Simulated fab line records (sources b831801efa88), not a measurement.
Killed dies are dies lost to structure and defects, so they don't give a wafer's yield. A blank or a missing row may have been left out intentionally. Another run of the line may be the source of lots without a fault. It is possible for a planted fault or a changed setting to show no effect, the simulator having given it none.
Which tool is to blame? / flow gf180mcu / 15 lots, 45 wafers sampled, at 4 steps of a route of 602

## WHAT THE GAUGES READ, wafer by wafer
GF_M4_OVL_MEAS_15.
lot=L963; measured=day 24 11:37; on=overlay-01; M4_OVL (nm)=10 8 3
lot=L964; measured=day 24 14:02; on=overlay-02; M4_OVL (nm)=-10 -5 -12
lot=L965; measured=day 24 19:59; on=overlay-02; M4_OVL (nm)=6 3 5
lot=L966; measured=day 25 10:23; on=overlay-02; M4_OVL (nm)=-1 2 0
lot=L968; measured=day 26 02:38; on=overlay-01; M4_OVL (nm)=2 2 6
lot=L969; measured=day 26 05:50; on=overlay-01; M4_OVL (nm)=3 4 6
lot=L970; measured=day 26 09:53; on=overlay-02; M4_OVL (nm)=6 -2 3
lot=L971; measured=day 26 15:12; on=overlay-01; M4_OVL (nm)=-2 -1 -5
lot=L976; measured=day 28 09:12; on=overlay-01; M4_OVL (nm)=-2 3 -4
lot=L982; measured=day 30 02:38; on=overlay-01; M4_OVL (nm)=-2 3 4
lot=L983; measured=day 30 04:02; on=overlay-01; M4_OVL (nm)=-8 -5 -7
lot=L984; measured=day 30 08:10; on=overlay-01; M4_OVL (nm)=-7 -2 -2

## WHICH TOOL RAN EACH LOT (tool, then ch and the chambers of the sampled wafers, then the start)
lot=L963; GF_CONTACT_EXPOSE_11=krfScanner-02 ch 0, day 16 17:52; GF_M4_SPUTTER_01=pvdSputter-03, day 23 13:35; GF_M4_SPUTTER_04=pvdSputter-03, day 23 13:41
lot=L964; GF_CONTACT_EXPOSE_11=krfScanner-02 ch 0, day 16 18:25; GF_M4_SPUTTER_01=pvdSputter-03, day 23 15:47; GF_M4_SPUTTER_04=pvdSputter-03, day 23 15:53
lot=L965; GF_CONTACT_EXPOSE_11=krfScanner-02 ch 0, day 17 02:49; GF_M4_SPUTTER_01=pvdSputter-02, day 23 22:10; GF_M4_SPUTTER_04=pvdSputter-02, day 23 22:15
lot=L966; GF_CONTACT_EXPOSE_11=krfScanner-01 ch 0, day 17 15:53; GF_M4_SPUTTER_01=pvdSputter-02, day 24 12:43; GF_M4_SPUTTER_04=pvdSputter-02, day 24 12:48
lot=L968; GF_CONTACT_EXPOSE_11=krfScanner-01 ch 0, day 18 08:44; GF_M4_SPUTTER_01=pvdSputter-02, day 25 06:01; GF_M4_SPUTTER_04=pvdSputter-02, day 25 06:06
lot=L969; GF_CONTACT_EXPOSE_11=krfScanner-02 ch 0, day 18 15:05; GF_M4_SPUTTER_01=pvdSputter-02, day 25 09:23; GF_M4_SPUTTER_04=pvdSputter-02, day 25 09:28
lot=L970; GF_CONTACT_EXPOSE_11=krfScanner-02 ch 0, day 18 19:49; GF_M4_SPUTTER_01=pvdSputter-03, day 25 12:41; GF_M4_SPUTTER_04=pvdSputter-03, day 25 12:46
lot=L971; GF_CONTACT_EXPOSE_11=krfScanner-02 ch 0, day 19 05:13; GF_M4_SPUTTER_01=pvdSputter-02, day 25 18:43; GF_M4_SPUTTER_04=pvdSputter-02, day 25 18:48
lot=L972; GF_CONTACT_EXPOSE_11=krfScanner-01, day 19 13:56; GF_M4_SPUTTER_01=-; GF_M4_SPUTTER_04=-
lot=L973; GF_CONTACT_EXPOSE_11=krfScanner-02, day 20 02:57; GF_M4_SPUTTER_01=-; GF_M4_SPUTTER_04=-
lot=L974; GF_CONTACT_EXPOSE_11=krfScanner-02, day 20 12:22; GF_M4_SPUTTER_01=-; GF_M4_SPUTTER_04=-
lot=L976; GF_CONTACT_EXPOSE_11=krfScanner-02 ch 0, day 21 04:16; GF_M4_SPUTTER_01=pvdSputter-03, day 27 12:51; GF_M4_SPUTTER_04=pvdSputter-03, day 27 12:56
lot=L982; GF_CONTACT_EXPOSE_11=krfScanner-01 ch 0, day 23 06:10; GF_M4_SPUTTER_01=pvdSputter-02, day 29 07:47; GF_M4_SPUTTER_04=pvdSputter-02, day 29 07:52
lot=L983; GF_CONTACT_EXPOSE_11=krfScanner-01 ch 0, day 23 07:50; GF_M4_SPUTTER_01=pvdSputter-04, day 29 08:50; GF_M4_SPUTTER_04=pvdSputter-04, day 29 08:56
lot=L984; GF_CONTACT_EXPOSE_11=krfScanner-01 ch 0, day 23 13:01; GF_M4_SPUTTER_01=pvdSputter-04, day 29 13:22; GF_M4_SPUTTER_04=pvdSputter-04, day 29 13:27
- GF_CONTACT_EXPOSE_11: exposes mask Contact, target cd 220 nm.
- GF_M4_SPUTTER_01: material TiN, target thk 30 nm, time 25 s.
- GF_M4_SPUTTER_04: material TiN, target thk 50 nm, time 41.7 s.

## AS READ BY THE TOOLS THEMSELVES (means over the sampled wafers that have a number; for cases with no such wafer, the mark the record gives instead)
GF_CONTACT_EXPOSE_11.
lot=L963; tool=krfScanner-02; exposureDoseMJCm2=37.96; focusOffsetNm (nm)=-0.1; stageVelMmS (mm/s)=500.04
lot=L964; tool=krfScanner-02; exposureDoseMJCm2=38.01; focusOffsetNm (nm)=0.5; stageVelMmS (mm/s)=499.71
lot=L965; tool=krfScanner-02; exposureDoseMJCm2=37.99; focusOffsetNm (nm)=0.7; stageVelMmS (mm/s)=500.30
lot=L966; tool=krfScanner-01; exposureDoseMJCm2=38.02; focusOffsetNm (nm)=-0.1; stageVelMmS (mm/s)=499.94
lot=L968; tool=krfScanner-01; exposureDoseMJCm2=37.99; focusOffsetNm (nm)=0.1; stageVelMmS (mm/s)=499.78
lot=L969; tool=krfScanner-02; exposureDoseMJCm2=38.02; focusOffsetNm (nm)=0.2; stageVelMmS (mm/s)=499.90
lot=L970; tool=krfScanner-02; exposureDoseMJCm2=38.02; focusOffsetNm (nm)=0.2; stageVelMmS (mm/s)=500.13
lot=L971; tool=krfScanner-02; exposureDoseMJCm2=37.99; focusOffsetNm (nm)=0.8; stageVelMmS (mm/s)=499.84
lot=L972; tool=krfScanner-01; exposureDoseMJCm2=-; focusOffsetNm (nm)=-; stageVelMmS (mm/s)=-
lot=L973; tool=krfScanner-02; exposureDoseMJCm2=-; focusOffsetNm (nm)=-; stageVelMmS (mm/s)=-
lot=L974; tool=krfScanner-02; exposureDoseMJCm2=-; focusOffsetNm (nm)=-; stageVelMmS (mm/s)=-
lot=L976; tool=krfScanner-02; exposureDoseMJCm2=37.99; focusOffsetNm (nm)=0.6; stageVelMmS (mm/s)=500.28
lot=L982; tool=krfScanner-01; exposureDoseMJCm2=38.00; focusOffsetNm (nm)=0.3; stageVelMmS (mm/s)=500.06
lot=L983; tool=krfScanner-01; exposureDoseMJCm2=38.00; focusOffsetNm (nm)=0.4; stageVelMmS (mm/s)=500.12
lot=L984; tool=krfScanner-01; exposureDoseMJCm2=37.97; focusOffsetNm (nm)=0.2; stageVelMmS (mm/s)=500.05

GF_M4_SPUTTER_01.
lot=L963; tool=pvdSputter-03; cathodeDcPowerW (W)=6500.2; throttleValvePct (%)=29.1
lot=L964; tool=pvdSputter-03; cathodeDcPowerW (W)=6501.2; throttleValvePct (%)=30.1
lot=L965; tool=pvdSputter-02; cathodeDcPowerW (W)=6499.4; throttleValvePct (%)=29.0
lot=L966; tool=pvdSputter-02; cathodeDcPowerW (W)=6499.8; throttleValvePct (%)=29.2
lot=L968; tool=pvdSputter-02; cathodeDcPowerW (W)=6499.4; throttleValvePct (%)=29.0
lot=L969; tool=pvdSputter-02; cathodeDcPowerW (W)=6499.6; throttleValvePct (%)=28.9
lot=L970; tool=pvdSputter-03; cathodeDcPowerW (W)=6499.1; throttleValvePct (%)=29.1
lot=L971; tool=pvdSputter-02; cathodeDcPowerW (W)=6500.8; throttleValvePct (%)=28.6
lot=L976; tool=pvdSputter-03; cathodeDcPowerW (W)=6500.8; throttleValvePct (%)=29.4
lot=L982; tool=pvdSputter-02; cathodeDcPowerW (W)=6500.5; throttleValvePct (%)=28.5
lot=L983; tool=pvdSputter-04; cathodeDcPowerW (W)=6499.4; throttleValvePct (%)=29.7
lot=L984; tool=pvdSputter-04; cathodeDcPowerW (W)=6500.5; throttleValvePct (%)=29.0

GF_M4_SPUTTER_04.
lot=L963; tool=pvdSputter-03; cathodeDcPowerW (W)=6500.4; throttleValvePct (%)=28.9
lot=L964; tool=pvdSputter-03; cathodeDcPowerW (W)=6500.4; throttleValvePct (%)=30.0
lot=L965; tool=pvdSputter-02; cathodeDcPowerW (W)=6499.1; throttleValvePct (%)=28.9
lot=L966; tool=pvdSputter-02; cathodeDcPowerW (W)=6501.0; throttleValvePct (%)=29.2
lot=L968; tool=pvdSputter-02; cathodeDcPowerW (W)=6500.3; throttleValvePct (%)=29.2
lot=L969; tool=pvdSputter-02; cathodeDcPowerW (W)=6499.8; throttleValvePct (%)=28.9
lot=L970; tool=pvdSputter-03; cathodeDcPowerW (W)=6500.9; throttleValvePct (%)=28.9
lot=L971; tool=pvdSputter-02; cathodeDcPowerW (W)=6500.4; throttleValvePct (%)=28.4
lot=L976; tool=pvdSputter-03; cathodeDcPowerW (W)=6499.3; throttleValvePct (%)=29.5
lot=L982; tool=pvdSputter-02; cathodeDcPowerW (W)=6499.9; throttleValvePct (%)=28.7
lot=L983; tool=pvdSputter-04; cathodeDcPowerW (W)=6500.6; throttleValvePct (%)=29.9
lot=L984; tool=pvdSputter-04; cathodeDcPowerW (W)=6500.0; throttleValvePct (%)=29.1

## THE ANSWER, worked out from the rows above alone
Rule: what is usual is taken from the lots themselves. The widest of any qualifying gaps counts: lots, ordered by their means at a reading, are off when they make up no more than a third of the lots, leave a main group of 4 or more, and stand apart from it by 3 or more times the standard deviation of that group's means. If all means in a main group match to the digits the tables above print for the reading, that group is not used. A lot without any number at a reading at which 4 lots or more have one is off too. All remaining lots with rows at the step are treated as sound. First the gauges in route order, then the tools' own readings, where a lot's mean is used as printed above. At the first step where some lot is off, the reading lying furthest off is the one used; lots without a number count as furthest.
Off: L972, L973, L974, at GF_CONTACT_EXPOSE_11 (exposureDoseMJCm2). Without a number there: L972, L973, L974. The main group has a mean of 38.00 with a standard deviation of 0.018.
A tool fits if, at that step or a process step before it, it ran every lot that is off, and no sound lot after the first of them. Not one of the candidates tried fits.

## WHAT THE SIMULATOR HAD PUT IN
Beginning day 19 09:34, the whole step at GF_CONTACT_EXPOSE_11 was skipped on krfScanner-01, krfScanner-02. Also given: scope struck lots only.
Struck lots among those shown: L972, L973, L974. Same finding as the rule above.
